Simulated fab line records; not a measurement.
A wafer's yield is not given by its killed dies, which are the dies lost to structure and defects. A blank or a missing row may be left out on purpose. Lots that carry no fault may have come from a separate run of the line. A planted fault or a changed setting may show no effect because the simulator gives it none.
Chamber matching :: flow sky130 :: rieDiel-02 running SKY_VIA2_ETCH_15: 4 sister chambers
The step etches SiO2 in C4F8/O2/Ar, stops on TiN, target depth 546 nm, time 84 s. 4 wafers are shown with their chamber, then 7 later ones without.

WAFERS, EACH WITH ITS CHAMBER
wafer: L078.1
chamber: 3
oesProductAu (a.u.): 0.934

wafer: L078.2
chamber: 2
oesProductAu (a.u.): 0.937

wafer: L078.4
chamber: 0
oesProductAu (a.u.): 0.949

wafer: L078.5
chamber: 1
oesProductAu (a.u.): 0.948

WAFERS WHOSE CHAMBER IS MISSING
wafer: L078.6
oesProductAu (a.u.): 0.944

wafer: L090.2
oesProductAu (a.u.): 0.946

wafer: L090.4
oesProductAu (a.u.): 0.935

wafer: L090.6
oesProductAu (a.u.): 0.947

wafer: L094.1
oesProductAu (a.u.): 0.941

wafer: L094.3
oesProductAu (a.u.): 0.934

wafer: L094.6
oesProductAu (a.u.): 0.946

WHICH CHAMBER EACH ONE RAN IN
wafer: L078.6
from the rows above: can't be placed: 1 or 0 or 2
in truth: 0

wafer: L090.2
from the rows above: can't be placed: 1 or 0
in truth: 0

wafer: L090.4
from the rows above: can't be placed: 3 or 2
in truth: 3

wafer: L090.6
from the rows above: can't be placed: 1 or 0
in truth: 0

wafer: L094.1
from the rows above: can't be placed: 2 or 3 or 1 or 0
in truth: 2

wafer: L094.3
from the rows above: can't be placed: 3 or 2
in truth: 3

wafer: L094.6
from the rows above: can't be placed: 1 or 0
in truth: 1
Placed correctly: 0 of 7. Unplaceable from these rows: 7, with the true chamber sitting among the candidates in 7. Placed wrongly: 0.
How it was worked out, from the rows above alone: a wafer's distance from a chamber is the root of the sum, over the readings, of the square of ((its reading less the chamber's mean) divided by the reading's scatter). If the next closest chamber is less than 2 further off than the closest, the wafer can't be placed; otherwise it belongs to the closest. A chamber's mean is the mean of its shown wafers. The scatter (one wafer shown for each chamber): square how far every hidden wafer sits from the nearest shown wafer, average those squares and take the square root.
